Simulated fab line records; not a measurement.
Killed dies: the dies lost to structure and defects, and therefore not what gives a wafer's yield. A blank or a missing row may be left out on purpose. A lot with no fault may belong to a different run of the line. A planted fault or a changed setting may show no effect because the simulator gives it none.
fab line records | flow gf180mcu
[record] lots = 12 wafers = 36 lastDay = 32
route steps=602 shown MIM@504 V5@544 PASSIVATION@599
lots untouched by any fault: they come from a run of this same line in which no faults occurred
startH: hours from the record's opening day to when the first of the lot's shown wafers began | waitH: hours since the lot's step before | " repeats the value in the row above | L1.1+2: a row that stands for several wafers | - no value present, or no start provided | * or withheld: withheld | < > ~ a bound
route shown NAME@n: names a module that has steps shown in the file, with the first one's number in the route | usual: mean and standard deviation over wafers with no fault | same: alike in all rows | chamber/n: place in a boat | sites: readings site by site | _std_site: how widely they spread, as a standard deviation | _edge_site: mean of outer sites minus mean of inner sites | radiusMm: how far each site lies from the wafer's centre | mask NAME#n: copy n | behind: the tool/chamber that last shaped the wafer | hold: the reason the lot was held/the length of the hold in hours/how it ended | device: transistor that didn't switch, given as n, p or np | end of line: tests run on the same wafers once the route is complete | a step given without rows: its recipe and nothing more | killed: the dies lost at the first sort to structure and to defects; this is not the yield of the wafer | map: a wafer's dies, x killed, . not, _ none there
set.NAME: the setting as run; set.NAME@STEP: as run at that earlier step | model.NAME: the simulator's own value behind a step, which no gauge read
one table for each step of the route and one row for each wafer, over a sample of lots
services: from which hour (startH, from the record's first day; less than 0 if before it) a tool's chamber was out of use, for how many hours, and why
[[steps]]
[step GF_MIM_SPUTTER_01]
[recipe] material = TiN targetThkNm = 30 powerW = 6500 timeS = 25 chamberPressurePa = 0.4
[usual] chamberPressurePa = 0.4001/0.00081 throttleValvePct = 30.5/1.1
// columns lot.wafer tool chamber startH waitH chamberPressurePa throttleValvePct
L198.2 pvdSputter-04 - 562.77 0.1 0.3999 31.4
L198.3 " - " " 0.4002 31.5
L198.5 " - " " 0.4011 31.3
L199.2 pvdSputter-03 - 574.06 0.1 0.3988 30.8
L199.3 " - " " 0.4001 28.7
L199.6 " - " " 0.4005 31.3
L202.1 pvdSputter-04 - 595.37 0.1 0.4001 31.8
L202.3 " - " " 0.4009 30.0
L202.6 " - " " 0.4013 30.2
L201.1 pvdSputter-04 - 597.36 0.1 0.4006 29.9
L201.2 " - " " 0.4006 31.6
L201.6 " - " " 0.3999 31.4
L204.1 pvdSputter-02 - 612.88 0.1 0.3991 32.0
L204.2 " - " " 0.4001 30.3
L204.6 " - " " 0.3993 30.1
L206.2 pvdSputter-04 - 630.33 0.1 0.4011 28.9
L206.4 " - " " 0.4000 32.0
L206.6 " - " " 0.3990 31.7
L207.3 pvdSputter-02 - 637.12 0.1 0.3999 31.9
L207.5 " - " " 0.4002 30.4
L207.6 " - " " 0.4009 31.3
L208.1 pvdSputter-02 - 642.75 0.1 0.4000 30.3
L208.2 " - " " 0.4002 31.5
L208.6 " - " " 0.3996 31.5
L210.2 pvdSputter-04 - 660.47 0.1 0.4010 31.4
L210.5 " - " " 0.3990 28.7
L210.6 " - " " 0.4009 31.5
L211.1 pvdSputter-04 - 673.97 0.1 0.4004 31.5
L211.4 " - " " 0.4007 29.9
L211.6 " - " " 0.4006 30.3
L212.2 pvdSputter-03 - 677.13 0.1 0.4003 30.3
L212.4 " - " " 0.3997 28.6
L212.5 " - " " 0.4002 29.3
L213.1 pvdSputter-03 - 680.77 0.1 0.3995 28.7
L213.2 " - " " 0.4000 29.4
L213.4 " - " " 0.4003 30.5
[step GF_V5_CMP_04]
[recipe] material = SiO2 downForcePsi = 4 platenRpm = 60 padVelocityMS = 0.94248
[usual] motorCurrentA = 12.3/1.2 retainingRingPressureFrac = 1.001/0.0051
// columns lot.wafer tool chamber startH waitH motorCurrentA retainingRingPressureFrac
L198.2 cmp-01 2 606.41 0.0 11.2 1.009
L198.3 " 3 " " 11.9 1.005
L198.5 " 3 " " 11.9 1.002
L199.2 cmp-02 2 617.70 0.0 13.4 0.995
L199.3 " 1 " " 10.3 1.001
L199.6 " 2 " " 14.2 0.993
L202.1 cmp-01 3 637.84 0.1 11.4 1.003
L202.3 " 0 " " 13.7 1.004
L202.6 " 2 " " 11.8 1.008
L201.1 cmp-01 0 640.53 0.1 13.0 0.996
L201.2 " 2 " " 11.1 0.996
L201.6 " 1 " " 12.5 0.996
L204.2 cmp-02 3 655.24 0.3 12.8 1.003
L204.1 " 2 " " 13.4 1.000
L204.6 " 0 " " 11.3 0.996
L206.4 cmp-01 3 671.27 0.0 11.6 1.003
L206.2 " 0 " " 13.3 1.000
L206.6 " 3 " " 11.6 1.004
L207.3 cmp-01 0 678.72 0.1 12.7 0.996
L207.6 " 3 " " 11.3 1.000
L207.5 " 0 " " 13.9 0.994
L208.2 cmp-02 1 682.91 0.2 10.1 1.000
L208.1 " 2 " " 13.7 0.993
L208.6 " 1 " " 10.0 1.007
L210.2 cmp-02 2 699.92 0.2 13.5 1.003
L210.6 " 2 " " 14.9 1.002
L210.5 " 3 " " 12.5 1.003
L211.1 cmp-01 1 713.38 0.1 13.2 0.997
L211.4 " 0 " " 13.2 1.000
L211.6 " 2 " " 11.4 1.004
L212.2 cmp-02 1 715.81 0.1 9.7 0.996
L212.4 " 2 " " 13.8 0.998
L212.5 " 1 " " 9.9 0.999
L213.1 cmp-02 2 719.75 0.4 14.4 1.000
L213.2 " 3 " " 13.2 0.999
L213.4 " 0 " " 11.1 1.002
[step GF_V5_SPUTTER_21]
[recipe] material = Ti targetThkNm = 15 chamberPressurePa = 5 powerW = 2500 substrateTempC = 200 timeS = 80.02
[usual] chamberPressurePa = 5.001/0.0089 throttleValvePct = 30.6/0.91
// columns lot.wafer tool chamber startH waitH chamberPressurePa throttleValvePct
L198.2 pvdSputter-01 - 627.89 0.0 4.997 30.0
L198.3 " - " " 5.009 31.0
L198.5 " - " " 5.004 30.5
L199.2 pvdSputter-03 - 639.54 0.0 4.990 29.7
L199.3 " - " " 5.006 28.5
L199.6 " - " " 5.005 30.6
L202.1 pvdSputter-01 - 658.70 0.0 4.992 31.5
L202.3 " - " " 5.003 29.9
L202.6 " - " " 4.996 30.7
L201.1 pvdSputter-02 - 661.64 0.0 5.000 31.7
L201.2 " - " " 5.001 31.2
L201.6 " - " " 5.006 31.9
L204.1 pvdSputter-03 - 676.13 0.0 4.996 29.1
L204.2 " - " " 4.998 28.4
L204.6 " - " " 5.004 29.6
L206.2 pvdSputter-03 - 691.65 0.0 5.004 30.6
L206.4 " - " " 4.996 28.4
L206.6 " - " " 5.009 30.7
L207.3 pvdSputter-01 - 698.91 0.0 4.995 30.2
L207.5 " - " " 4.994 30.0
L207.6 " - " " 5.001 30.6
L208.1 pvdSputter-02 - 703.07 0.0 5.005 31.5
L208.2 " - " " 5.005 30.2
L208.6 " - " " 5.024 31.1
L210.2 pvdSputter-01 - 719.15 0.0 4.989 30.6
L210.5 " - " " 5.005 30.7
L210.6 " - " " 5.001 30.2
L211.1 pvdSputter-01 - 732.55 0.0 5.009 30.5
L211.4 " - " " 4.989 30.2
L211.6 " - " " 5.009 30.7
L212.2 pvdSputter-01 - 734.76 0.0 5.362 29.6
L212.4 " - " " 4.986 30.4
L212.5 " - " " 4.987 30.5
L213.1 pvdSputter-01 - 738.72 0.0 5.351 29.6
L213.2 " - " " 5.000 31.8
L213.4 " - " " 5.005 30.6
[step GF_PASSIVATION_STRIP_12]
[recipe] chemistry = O2/N2 powerW = 1400 pressureMtorr = 1500 platenTempC = 250 o2FlowSccm = 3000 n2FlowSccm = 300 overashFraction = 0.5
[usual] chamberPressureMTorr = 1499.9/1.8 drypumpMotorCurrentA = 5.5/0.36 heaterPowerW = 335/20 oesProductAu = 0.719/0.0045 stripTimeToEndpointS = 35.0/0.31
// columns lot.wafer tool chamber startH waitH chamberPressureMTorr drypumpMotorCurrentA heaterPowerW oesProductAu rfHoursCounterH stripTimeToEndpointS
L198.2 plasmaAsher-01 1 669.87 0.1 1501.6 5.1 366 0.716 26 35.3
L198.3 " 0 " " 1500.0 5.2 342 0.714 - 35.4
L198.5 " 1 " " 1499.9 5.1 362 0.721 - 35.3
L199.2 plasmaAsher-02 1 680.32 0.1 1497.7 6.0 305 0.721 61 35.2
L199.3 " 1 " " 1500.4 6.0 313 0.723 - 35.0
L199.6 " 0 " " 1499.9 5.4 321 0.713 - 34.5
L202.1 plasmaAsher-02 0 698.86 0.1 1500.2 5.4 323 0.724 63 35.2
L202.3 " 1 " " 1499.0 6.0 310 0.718 - 35.5
L202.6 " 0 " " 1501.1 5.4 311 0.724 - 35.3
L201.1 plasmaAsher-01 1 702.90 0.1 1501.6 5.1 370 0.721 30 34.9
L201.2 " 0 " " 1498.8 5.2 335 0.725 30 34.6
L201.6 " 1 " " 1501.2 5.1 366 0.722 - 34.9
L204.1 plasmaAsher-02 1 714.40 0.1 1500.5 6.0 314 0.716 64 34.9
L204.2 " 0 " " 1499.7 5.4 325 0.716 64 35.0
L204.6 " 0 " " 1497.6 5.4 314 0.723 - 34.5
L206.2 plasmaAsher-02 1 731.00 0.1 1501.0 6.1 326 0.730 66 34.4
L206.4 " 1 " " 1499.1 6.0 316 0.718 - 35.2
L206.6 " 1 " " 1502.2 6.0 316 0.721 - 35.1
L207.3 plasmaAsher-03 1 736.59 0.2 1497.8 5.5 336 0.723 - 35.1
L207.5 " 0 " " 1499.3 6.1 325 0.724 - 35.5
L207.6 " 1 " " 1501.4 5.5 338 0.724 - 35.4
L208.1 plasmaAsher-01 1 740.65 0.1 1501.0 5.1 370 0.716 34 34.9
L208.2 " 0 " " 1500.2 5.2 335 0.710 34 35.2
L208.6 " 1 " " 1498.3 5.1 366 0.713 - 34.7
L210.2 plasmaAsher-02 0 756.00 0.1 1497.6 5.4 318 0.716 69 35.5
L210.5 " 0 " " 1500.4 5.5 319 0.722 - 35.0
L210.6 " 1 " " 1499.8 6.0 315 0.720 - 35.3
L211.1 plasmaAsher-01 1 767.91 0.1 1501.3 5.1 375 0.710 37 35.0
L211.4 " 0 " " 1499.8 5.2 351 0.727 - 35.2
L211.6 " 1 " " 1500.2 5.1 369 0.719 - 35.4
L212.2 plasmaAsher-02 1 769.47 0.1 1499.0 6.0 309 0.719 70 34.8
L212.4 " 0 " " 1498.0 5.5 318 0.704 - 35.0
L212.5 " 1 " " 1499.6 6.0 325 0.722 - 34.9
L213.1 plasmaAsher-02 0 776.69 0.1 1498.8 5.4 319 0.717 71 34.7
L213.2 " 1 " " 1498.3 6.0 316 0.714 71 34.5
L213.4 " 1 " " 1501.6 6.1 306 0.714 - 35.4
[[services]]
// columns tool chamber startH hours kind
plasmaAsher-02 - 540.48 2.8 pm
pvdSputter-04 - 546.64 8.8 repair
plasmaAsher-03 - 564.34 1.8 repair
pvdSputter-03 - 566.60 1.1 repair
cmp-01 - 572.21 4.0 pm
cmp-01 - 576.21 - consumableReplace:conditioner
cmp-02 - 591.07 0.6 repair
plasmaAsher-03 - 595.57 2.8 pm
cmp-01 - 608.49 7.0 pm
pvdSputter-03 - 609.95 7.4 repair
pvdSputter-03 - 614.79 6.3 repair
pvdSputter-02 - 649.45 1.7 repair
plasmaAsher-02 - 654.20 14.6 pm
pvdSputter-03 - 659.16 2.1 repair
plasmaAsher-01 - 670.94 2.8 pm
pvdSputter-02 - 673.94 5.4 repair
cmp-02 - 686.07 4.8 pm
plasmaAsher-03 - 688.70 4.1 repair
pvdSputter-03 - 696.49 2.0 repair
cmp-01 - 700.91 1.2 repair
plasmaAsher-03 - 708.34 1.6 repair
pvdSputter-04 - 713.63 0.9 repair
cmp-01 - 718.70 4.0 repair
cmp-02 - 744.21 4.0 pm
[[key]]
[firstSign] step = GF_V5_SPUTTER_21 reading = chamberPressurePa direction = up sigmas = 40 usual = 5.001 struck = 5.357
effect none on later readings
metAt GF_V5_SPUTTER_21
struckLots L212,L213
struckWafers L212.2,L213.1
notActingAt GF_MIM_SPUTTER_01,GF_V5_CMP_04,GF_PASSIVATION_STRIP_12
onsetBetween 732.55 734.76
[fault] kind = processParameterDrift tool = pvdSputter-01 chamber = - onsetH = 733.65 steps = GF_V5_SPUTTER_21 channel = chamberPressurePa offset = 0.36531 shape = step endH = 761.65 actsIn = theseRecipesOnly stated = 5 scope = struckWafersOnly
